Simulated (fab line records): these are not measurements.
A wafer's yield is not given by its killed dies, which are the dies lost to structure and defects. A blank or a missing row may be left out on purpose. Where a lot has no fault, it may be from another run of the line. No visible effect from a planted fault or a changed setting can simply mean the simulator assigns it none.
One fault through the eyes of 2 desks -- flow gf180mcu -- numbers are kept per desk, each desk with only its own; the story behind them comes last

THE TOOL OWNER'S DESK: rie metal-01
The tool's own readings at GF_M2_METAL_ETCH_16 (etches the open film in Cl2/BCl3, stops on SiO2, target depth 627.5 nm, time 104.6 s): means of the sampled wafers that have a number, for each lot that ran on this tool. The brackets show how far a lot's mean lies from the usual mean; more than 4 standard deviations puts the lot out of limits, marked OUT.
Columns: A = drypump motor current A at GF_M2_METAL_ETCH_16, usual 5.5 A; B = oes product au at GF_M2_METAL_ETCH_16, usual 0.970 a.u.; C = run length s at GF_M2_METAL_ETCH_16, usual 133.1 s; D = throttle valve pct at GF_M2_METAL_ETCH_16, usual 28.252 %
lot,first seen here,A,B,C,D
L828,day 21 08:42,5.9,1.000 (+4.5) OUT,118.5 (-41) OUT,28.223
L829,day 21 14:38,5.9,0.998 (+4.1) OUT,118.4 (-41) OUT,28.211 (-4.1) OUT
L844,day 26 23:52,5.9,0.964,133.1,28.250
Finding of this desk: L828, L829 out of limits; the first was L828 at day 21 08:42, on oes product au at GF_M2_METAL_ETCH_16. Within limits: L844.

AT THE METROLOGY DESK
Lot by lot, what the gauges showed, no matter which tool ran the lot: averages of those sampled wafers that carry a number. The brackets show how far a lot's mean lies from the usual mean; more than 4 standard deviations puts the lot out of limits, marked OUT.
Columns: A = M2_ALCU_RS at GF_M2_RS_MEAS_05, usual 0.0695 ohm/sq; B = M2_ALCU_THK at GF_M2_THK_MEAS_06, usual 453 nm; C = cd nm at GF_M2_CD_MEAS_14, usual 279.9 nm; D = M2_OVL at GF_M2_OVL_MEAS_15, usual 1 nm
lot,first seen here,A,B,C,D
L823,day 18 14:03,0.0697,449,282.7,-2
L828,day 20 09:22,0.0685,461,279.9,3
L829,day 20 14:17,0.0694,455,278.6,-2
L833,day 22 11:21,0.0689,456,280.4,3
L840,day 24 17:47,0.0691,455,278.6,4
L844,day 26 03:50,0.0713,441,279.8,3
This desk found nothing out of limits on any of the 6 lots.

PUT TOGETHER
An alarm could have come from the tool owner's desk at day 21 08:42, on L828, L829.
The metrology desk saw nothing out of limits.
The metrology desk has L828, L829 on record, within its limits.
The lots listed all ran GF_M2_METAL_ETCH_16 on rie metal-01.

WHAT WAS PUT IN BY THE SIMULATOR
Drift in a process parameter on rie metal-01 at GF_M2_METAL_ETCH_16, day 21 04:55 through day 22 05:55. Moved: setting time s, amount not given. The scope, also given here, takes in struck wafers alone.
Struck lots among those shown: L828, L829.
How many hours passed from the start of the fault until each desk's first out-of-limits reading: the tool owner's desk, 4.
